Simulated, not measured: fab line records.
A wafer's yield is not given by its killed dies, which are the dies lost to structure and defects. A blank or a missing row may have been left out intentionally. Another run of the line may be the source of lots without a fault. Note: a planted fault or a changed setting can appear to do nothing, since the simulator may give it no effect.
A lot that was struck, set against a sound lot | flow sky130 | 15 out of 708 route steps
Sound: wafers L120.2, L120.5, L120.6. The struck wafers were L119.1, L119.3, L119.6. The cause comes at the end.
For every step that has rows: the tool of each side, followed by ch and its chambers, followed by its first start. Under that, the readings that differ: sound wafers | struck wafers | difference of the means | sigmas: that difference in standard deviations of wafers without a fault.
alike: readings with means less than 2 such deviations apart, plus words and numbers identical on both sides. not compared: withheld readings, readings lacking a value on some wafer, bounds such as >300 that could conceal the same value, and numbers that have no deviation in the record and whose values overlap.
The two part at a step that has a row with sigmas, a row that says differs or no value, or rows on one side only. When numbers do not overlap yet have no deviation, they are printed without sigmas and do not part them. Lack of a reading on every wafer of one side parts them only where that side has two or more wafers.

first, 6 steps without rows for these wafers: SKY_GATE_OXIDE_HMDS_04 (prime time 60 s); SKY_GATE_OXIDE_COAT_05 (resist thk 1140 nm); SKY_GATE_OXIDE_SOFTBAKE_06 (time 60 s); SKY_GATE_OXIDE_EXPOSE_07 (exposes mask LVOM, target cd 600 nm); SKY_GATE_OXIDE_PEB_08; SKY_GATE_OXIDE_DEVELOP_09 (develop time 60 s).
SKY_GATE_OXIDE_OVL_MEAS_10:
  struck on overlay-01, day 18 15:40; sound on overlay-01, day 18 23:16
  alike: GATE_OXIDE_OVL
then, 2 steps without rows for these wafers: SKY_GATE_OXIDE_IMPLANT_11; SKY_GATE_OXIDE_WET_ETCH_12 (etches SiO2 in dHF, target depth 16.8 nm, time 336 s).
SKY_GATE_OXIDE_STRIP_13: strips in O2/N2.
  sound on plasmaAsher-01 ch 0,1, day 18 23:33; struck on plasmaAsher-04 ch 0,1, day 18 15:58
  alike: drypumpMotorCurrentA, oesProductAu, stripTimeToEndpointS
  not compared: rfHoursCounterH
SKY_GATE_OXIDE_TW_MEAS_14:
  struck on filmMetro-03, day 18 16:04; sound on filmMetro-02, day 18 23:40
  alike: GATE_OXIDE_TW
then, 1 step without rows for these wafers: SKY_GATE_OXIDE_CLEAN_15 (cleans in SC1/SC2, time 150 s).
SKY_GATE_OXIDE_OXIDATION_16: stabilise 600 s, purge 300 s, target thk 3.57 nm.
  sound on furnace-02 ch 0, day 18 23:46; struck on furnace-01 ch 0, day 18 16:52
  alike: zonePowerCentrePct
  not compared: model.SiO2_of_GATE_OXIDE_OXIDATION_01.thkNm
then, 1 step without rows for these wafers: SKY_POLY_GATE_CVD_00 (deposits poly-Si, target thk 180 nm, time 720 s).
-- here the record skips 30 days between the struck wafers' starts before and after, leaving off in module POLY_GATE and picking up in module PAD_OPEN (first step shown: number 708 of the route) --
SKY_PAD_OPEN_PROBE_99:
  struck on prober-02, day 49 03:48; sound on prober-01, day 49 12:02
reading                                 | sound             | struck            | difference | sigmas
model.etest.pfet_01v8.rOnOhmUm          | 2874 2910 2913    | 2872 2791 2857    | -59        | 
model.etest.nfet_01v8_lvt.driveUaUm     | 585.6 579 588.3   | 624 635.5 634.4   | +47        | 
model.etest.nfet_01v8_swapped.driveUaUm | 515.5 504.6 520.7 | 556 561.6 570.4   | +49        | 
model.etest.nfet_01v8_turned.driveUaUm  | 518.3 508 519.6   | 556.4 563.5 573.9 | +49.3      | 
model.etest.nfet_01v8.driveUaUm         | 515 505.6 511.3   | 553.4 558.4 570.8 | +50.2      | 
model.etest.nfet_01v8.rOnOhmUm          | 815.6 830.7 813   | 787.3 772.7 766.4 | -44.3      | 
model.etest.sramNfetPass.driveUaUm      | 498.7 493.6 490.9 | 555 565.7 556.7   | +65        | 
  alike: killed_at_M0_to_M3, killed_at_M4_up, killedAtContacts, killedAtFrontEnd, killedAtOther, killedDies, killedOpen, killedShort
  not compared: model.etest.nfetG5v0d10v5.driveUaUm

WHERE THEY PART
Nowhere in this record.

WHY: what had been put in by the simulator
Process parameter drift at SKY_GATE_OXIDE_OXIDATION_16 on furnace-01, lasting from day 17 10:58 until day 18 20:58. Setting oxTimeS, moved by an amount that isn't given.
